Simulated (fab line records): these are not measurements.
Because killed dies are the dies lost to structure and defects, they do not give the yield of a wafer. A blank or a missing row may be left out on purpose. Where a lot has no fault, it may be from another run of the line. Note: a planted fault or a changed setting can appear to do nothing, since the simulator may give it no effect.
The tool behind it: which one? :: flow sky130 :: Sampling: 11 lots, 33 wafers, 5 of 708 route steps

== WHAT THE GAUGES READ, wafer by wafer ==
SKY_GATE_OXIDE_THK_MEAS_02.
lot: L471
measured: day 12 19:52
on: film-metro-03
GATE_OXIDE_OXIDATION_00_THK (nm): 10.13 10.19 10.13

lot: L474
measured: day 13 22:14
on: film-metro-04
GATE_OXIDE_OXIDATION_00_THK (nm): 10.26 10.27 10.31

lot: L479
measured: day 15 10:09
on: film-metro-02
GATE_OXIDE_OXIDATION_00_THK (nm): 10.54 10.45 10.42

lot: L481
measured: day 16 01:46
on: film-metro-02
GATE_OXIDE_OXIDATION_00_THK (nm): 8.19 8.34 8.20

lot: L482
measured: day 16 12:43
on: film-metro-03
GATE_OXIDE_OXIDATION_00_THK (nm): 8.08 8.29 8.38

lot: L483
measured: day 17 04:47
on: film-metro-03
GATE_OXIDE_OXIDATION_00_THK (nm): 10.29 10.41 10.59

lot: L489
measured: day 19 01:39
on: film-metro-03
GATE_OXIDE_OXIDATION_00_THK (nm): 9.76 9.91 10.02

lot: L490
measured: day 19 13:29
on: film-metro-02
GATE_OXIDE_OXIDATION_00_THK (nm): 10.26 9.98 10.30

lot: L492
measured: day 20 04:04
on: film-metro-03
GATE_OXIDE_OXIDATION_00_THK (nm): 10.31 10.20 10.20

lot: L493
measured: day 20 09:23
on: film-metro-02
GATE_OXIDE_OXIDATION_00_THK (nm): 10.17 10.15 10.01

lot: L494
measured: day 20 17:01
on: film-metro-04
GATE_OXIDE_OXIDATION_00_THK (nm): 10.43 10.54 10.49

SKY_LOCAL_INTERCONNECT_CD_MEAS_11 targets a cd of 170 nm.
lot: L471
measured: day 30 08:28
on: cd-sem-02
cd-nm (nm): 171.8 171.5 171.6

lot: L474
measured: day 31 11:40
on: cd-sem-02
cd-nm (nm): 171.9 170.8 169.5

lot: L479
measured: day 33 00:46
on: cd-sem-02
cd-nm (nm): 171.6 172.8 172.8

lot: L481
measured: day 33 15:58
on: cd-sem-02
cd-nm (nm): 168.2 169.2 169.0

lot: L482
measured: day 34 00:55
on: cd-sem-01
cd-nm (nm): 171.5 170.6 170.3

lot: L483
measured: day 34 17:05
on: cd-sem-01
cd-nm (nm): 167.4 167.2 166.0

lot: L489
measured: day 36 07:37
on: cd-sem-01
cd-nm (nm): 169.9 171.1 170.9

lot: L490
measured: day 36 17:50
on: cd-sem-02
cd-nm (nm): 168.7 169.1 168.0

lot: L492
measured: day 37 03:52
on: cd-sem-01
cd-nm (nm): 170.3 171.2 171.7

lot: L493
measured: day 37 10:35
on: cd-sem-02
cd-nm (nm): 169.5 169.2 169.6

lot: L494
measured: day 37 15:45
on: cd-sem-02
cd-nm (nm): 173.0 171.1 172.6

== EACH LOT AND THE TOOL THAT RAN IT (in order: tool; ch and the chambers of the sampled wafers; start) ==
lot: L471
SKY_GATE_OXIDE_OXIDATION_01: furnace-02 ch 0, day 12 18:27
SKY_POLY_GATE_ETCH_15: rie-diel-01 ch 2,3, day 16 10:52
SKY_LI_CONTACT_SPUTTER_19: pvd-sputter-04, day 29 03:27

lot: L474
SKY_GATE_OXIDE_OXIDATION_01: furnace-02 ch 0, day 13 20:49
SKY_POLY_GATE_ETCH_15: rie-diel-03 ch 0,2,3, day 17 14:57
SKY_LI_CONTACT_SPUTTER_19: pvd-sputter-03, day 30 07:06

lot: L479
SKY_GATE_OXIDE_OXIDATION_01: furnace-02 ch 0, day 15 08:44
SKY_POLY_GATE_ETCH_15: rie-diel-03 ch 0,1,3, day 19 06:34
SKY_LI_CONTACT_SPUTTER_19: pvd-sputter-02, day 31 20:23

lot: L481
SKY_GATE_OXIDE_OXIDATION_01: furnace-01 ch 0, day 16 00:20
SKY_POLY_GATE_ETCH_15: rie-diel-01 ch 0,1,2, day 20 02:05
SKY_LI_CONTACT_SPUTTER_19: pvd-sputter-03, day 32 12:25

lot: L482
SKY_GATE_OXIDE_OXIDATION_01: furnace-01 ch 0, day 16 11:18
SKY_POLY_GATE_ETCH_15: rie-diel-03 ch 0,1,3, day 20 12:08
SKY_LI_CONTACT_SPUTTER_19: pvd-sputter-04, day 32 21:53

lot: L483
SKY_GATE_OXIDE_OXIDATION_01: furnace-02 ch 0, day 17 03:22
SKY_POLY_GATE_ETCH_15: rie-diel-01 ch 0,1,3, day 21 06:25
SKY_LI_CONTACT_SPUTTER_19: pvd-sputter-03, day 33 13:15

lot: L489
SKY_GATE_OXIDE_OXIDATION_01: furnace-01 ch 0, day 19 00:14
SKY_POLY_GATE_ETCH_15: rie-diel-01 ch 0,1, day 23 02:11
SKY_LI_CONTACT_SPUTTER_19: pvd-sputter-04, day 35 04:52

lot: L490
SKY_GATE_OXIDE_OXIDATION_01: furnace-02 ch 0, day 19 12:03
SKY_POLY_GATE_ETCH_15: rie-diel-03 ch 1,2,3, day 23 13:47
SKY_LI_CONTACT_SPUTTER_19: pvd-sputter-03, day 35 14:57

lot: L492
SKY_GATE_OXIDE_OXIDATION_01: furnace-02 ch 0, day 20 02:40
SKY_POLY_GATE_ETCH_15: rie-diel-01 ch 0,1, day 24 04:25
SKY_LI_CONTACT_SPUTTER_19: pvd-sputter-03, day 36 01:15

lot: L493
SKY_GATE_OXIDE_OXIDATION_01: furnace-01 ch 0, day 20 07:59
SKY_POLY_GATE_ETCH_15: rie-diel-03 ch 0,1,2, day 24 07:46
SKY_LI_CONTACT_SPUTTER_19: pvd-sputter-04, day 36 07:32

lot: L494
SKY_GATE_OXIDE_OXIDATION_01: furnace-02 ch 0, day 20 15:35
SKY_POLY_GATE_ETCH_15: rie-diel-01 ch 0,1,3, day 24 16:27
SKY_LI_CONTACT_SPUTTER_19: pvd-sputter-03, day 36 13:15
- SKY_GATE_OXIDE_OXIDATION_01: stabilise 600 s, purge 300 s, target thk 10.268 nm.
- SKY_POLY_GATE_ETCH_15: etches BARC in N2/H2, stops on SiO2, time 118.5 s, target depth 110 nm.
- SKY_LI_CONTACT_SPUTTER_19: material Ti, target thk 20 nm, time 106.37 s.

== WHAT THE TOOLS THEMSELVES READ (means of the sampled wafers that have a number; where no wafer has one, the mark that the record gives instead) ==
SKY_GATE_OXIDE_OXIDATION_01.
lot: L471
tool: furnace-02
spike-tc-bottom-C (C): 921
spike-tc-centre-C (C): 899.9
spike-tc-lower-C (C): 900.5
spike-tc-top-C (C): 914
spike-tc-upper-C (C): 899.6
tube-center-temp-C (C): 900.00
tube_center_temp_C_max: 902.0
zone-power-bottom-pct (%): 26.32
zone-power-lower-pct (%): 17.59

lot: L474
tool: furnace-02
spike-tc-bottom-C (C): 921
spike-tc-centre-C (C): 900.8
spike-tc-lower-C (C): 902.6
spike-tc-top-C (C): 915
spike-tc-upper-C (C): 899.7
tube-center-temp-C (C): 900.01
tube_center_temp_C_max: 902.1
zone-power-bottom-pct (%): 25.99
zone-power-lower-pct (%): 17.26

lot: L479
tool: furnace-02
spike-tc-bottom-C (C): 921
spike-tc-centre-C (C): 900.1
spike-tc-lower-C (C): 901.6
spike-tc-top-C (C): 915
spike-tc-upper-C (C): 899.9
tube-center-temp-C (C): 900.04
tube_center_temp_C_max: 902.4
zone-power-bottom-pct (%): 26.04
zone-power-lower-pct (%): 17.53

lot: L481
tool: furnace-01
spike-tc-bottom-C (C): 895
spike-tc-centre-C (C): 879.2
spike-tc-lower-C (C): 881.5
spike-tc-top-C (C): 890
spike-tc-upper-C (C): 878.8
tube-center-temp-C (C): 880.16
tube_center_temp_C_max: 882.8
zone-power-bottom-pct (%): 25.03
zone-power-lower-pct (%): 16.49

lot: L482
tool: furnace-01
spike-tc-bottom-C (C): 895
spike-tc-centre-C (C): 880.0
spike-tc-lower-C (C): 882.0
spike-tc-top-C (C): 889
spike-tc-upper-C (C): 878.3
tube-center-temp-C (C): 880.15
tube_center_temp_C_max: 882.1
zone-power-bottom-pct (%): 25.03
zone-power-lower-pct (%): 16.58

lot: L483
tool: furnace-02
spike-tc-bottom-C (C): 922
spike-tc-centre-C (C): 899.1
spike-tc-lower-C (C): 901.5
spike-tc-top-C (C): 916
spike-tc-upper-C (C): 899.7
tube-center-temp-C (C): 900.04
tube_center_temp_C_max: 902.4
zone-power-bottom-pct (%): 26.21
zone-power-lower-pct (%): 17.41

lot: L489
tool: furnace-01
spike-tc-bottom-C (C): 915
spike-tc-centre-C (C): 899.5
spike-tc-lower-C (C): 900.8
spike-tc-top-C (C): 908
spike-tc-upper-C (C): 898.3
tube-center-temp-C (C): 899.97
tube_center_temp_C_max: 902.6
zone-power-bottom-pct (%): 25.84
zone-power-lower-pct (%): 17.09

lot: L490
tool: furnace-02
spike-tc-bottom-C (C): 921
spike-tc-centre-C (C): 899.5
spike-tc-lower-C (C): 900.8
spike-tc-top-C (C): 915
spike-tc-upper-C (C): 899.3
tube-center-temp-C (C): 900.02
tube_center_temp_C_max: 902.2
zone-power-bottom-pct (%): 25.97
zone-power-lower-pct (%): 17.27

lot: L492
tool: furnace-02
spike-tc-bottom-C (C): 922
spike-tc-centre-C (C): 900.7
spike-tc-lower-C (C): 903.2
spike-tc-top-C (C): 914
spike-tc-upper-C (C): 900.5
tube-center-temp-C (C): 900.08
tube_center_temp_C_max: 902.3
zone-power-bottom-pct (%): 26.07
zone-power-lower-pct (%): 17.45

lot: L493
tool: furnace-01
spike-tc-bottom-C (C): 915
spike-tc-centre-C (C): 900.0
spike-tc-lower-C (C): 899.9
spike-tc-top-C (C): 909
spike-tc-upper-C (C): 898.3
tube-center-temp-C (C): 899.98
tube_center_temp_C_max: 901.9
zone-power-bottom-pct (%): 26.07
zone-power-lower-pct (%): 17.10

lot: L494
tool: furnace-02
spike-tc-bottom-C (C): 921
spike-tc-centre-C (C): 900.1
spike-tc-lower-C (C): 902.0
spike-tc-top-C (C): 914
spike-tc-upper-C (C): 899.5
tube-center-temp-C (C): 899.97
tube_center_temp_C_max: 902.7
zone-power-bottom-pct (%): 26.01
zone-power-lower-pct (%): 17.53

SKY_POLY_GATE_ETCH_15.
lot: L471
tool: rie-diel-01
chamber-pressure-mTorr (mTorr): 29.975
drypump-motor-current-A (A): 5.5
oes-product-au (a.u.): 0.719
throttle-valve-pct (%): 13.208

lot: L474
tool: rie-diel-03
chamber-pressure-mTorr (mTorr): 30.010
drypump-motor-current-A (A): 5.4
oes-product-au (a.u.): 0.717
throttle-valve-pct (%): 13.216

lot: L479
tool: rie-diel-03
chamber-pressure-mTorr (mTorr): 30.005
drypump-motor-current-A (A): 5.7
oes-product-au (a.u.): 0.717
throttle-valve-pct (%): 13.214

lot: L481
tool: rie-diel-01
chamber-pressure-mTorr (mTorr): 29.994
drypump-motor-current-A (A): 5.9
oes-product-au (a.u.): 0.717
throttle-valve-pct (%): 13.214

lot: L482
tool: rie-diel-03
chamber-pressure-mTorr (mTorr): 30.002
drypump-motor-current-A (A): 5.7
oes-product-au (a.u.): 0.713
throttle-valve-pct (%): 13.211

lot: L483
tool: rie-diel-01
chamber-pressure-mTorr (mTorr): 29.998
drypump-motor-current-A (A): 6.1
oes-product-au (a.u.): 0.718
throttle-valve-pct (%): 13.209

lot: L489
tool: rie-diel-01
chamber-pressure-mTorr (mTorr): 30.042
drypump-motor-current-A (A): 6.4
oes-product-au (a.u.): 0.715
throttle-valve-pct (%): 13.223

lot: L490
tool: rie-diel-03
chamber-pressure-mTorr (mTorr): 30.004
drypump-motor-current-A (A): 5.2
oes-product-au (a.u.): 0.713
throttle-valve-pct (%): 13.214

lot: L492
tool: rie-diel-01
chamber-pressure-mTorr (mTorr): 29.985
drypump-motor-current-A (A): 6.2
oes-product-au (a.u.): 0.721
throttle-valve-pct (%): 13.212

lot: L493
tool: rie-diel-03
chamber-pressure-mTorr (mTorr): 29.983
drypump-motor-current-A (A): 5.9
oes-product-au (a.u.): 0.715
throttle-valve-pct (%): 13.207

lot: L494
tool: rie-diel-01
chamber-pressure-mTorr (mTorr): 30.002
drypump-motor-current-A (A): 6.1
oes-product-au (a.u.): 0.719
throttle-valve-pct (%): 13.211

SKY_LI_CONTACT_SPUTTER_19.
lot: L471
tool: pvd-sputter-04
substrate-temp-c (C): 200.04
throttle-valve-pct (%): 30.3

lot: L474
tool: pvd-sputter-03
substrate-temp-c (C): 200.00
throttle-valve-pct (%): 30.5

lot: L479
tool: pvd-sputter-02
substrate-temp-c (C): 200.01
throttle-valve-pct (%): 29.5

lot: L481
tool: pvd-sputter-03
substrate-temp-c (C): 199.99
throttle-valve-pct (%): 30.4

lot: L482
tool: pvd-sputter-04
substrate-temp-c (C): 200.00
throttle-valve-pct (%): 30.6

lot: L483
tool: pvd-sputter-03
substrate-temp-c (C): 199.83
throttle-valve-pct (%): 30.6

lot: L489
tool: pvd-sputter-04
substrate-temp-c (C): 200.00
throttle-valve-pct (%): 30.6

lot: L490
tool: pvd-sputter-03
substrate-temp-c (C): 199.85
throttle-valve-pct (%): 30.5

lot: L492
tool: pvd-sputter-03
substrate-temp-c (C): 199.72
throttle-valve-pct (%): 30.4

lot: L493
tool: pvd-sputter-04
substrate-temp-c (C): 200.13
throttle-valve-pct (%): 30.1

lot: L494
tool: pvd-sputter-03
substrate-temp-c (C): 200.08
throttle-valve-pct (%): 30.4

== THE ANSWER, worked out from the rows above alone ==
Rule: the usual values come from the lots themselves. Put in order of their means at a reading, lots are off if they are a third of the lots or fewer, leave a main group of 4 or more, and stand apart from it by a gap of 3 or more times the standard deviation of the main group's means; of several such gaps the widest counts. Not used: any main group whose means are identical at the precision the tables above print for the reading. A lot without any number at a reading at which 4 lots or more have one is off too. All remaining lots with rows at the step are treated as sound. First the gauges in route order, then the tools' own readings, where a lot's mean is used as printed above. The first step at which some lot is off is used, and at that step the reading that is off furthest; a lot without a number counts as furthest.
Off: L481, L482, seen at SKY_GATE_OXIDE_THK_MEAS_02 (GATE_OXIDE_OXIDATION_00_THK). The main group has a mean of 10.25 nm with a standard deviation of 0.18.
If a tool, at a process step before that reading, ran all the lots that are off and no sound lot after the first of them, it fits. Not tried: the gauges at SKY_GATE_OXIDE_THK_MEAS_02; whatever is off there is also off at SKY_GATE_OXIDE_OXIDATION_01, on other tools, and gauge error can't account for it. Not one of the candidates tried fits.

== WHAT HAD BEEN PUT IN BY THE SIMULATOR ==
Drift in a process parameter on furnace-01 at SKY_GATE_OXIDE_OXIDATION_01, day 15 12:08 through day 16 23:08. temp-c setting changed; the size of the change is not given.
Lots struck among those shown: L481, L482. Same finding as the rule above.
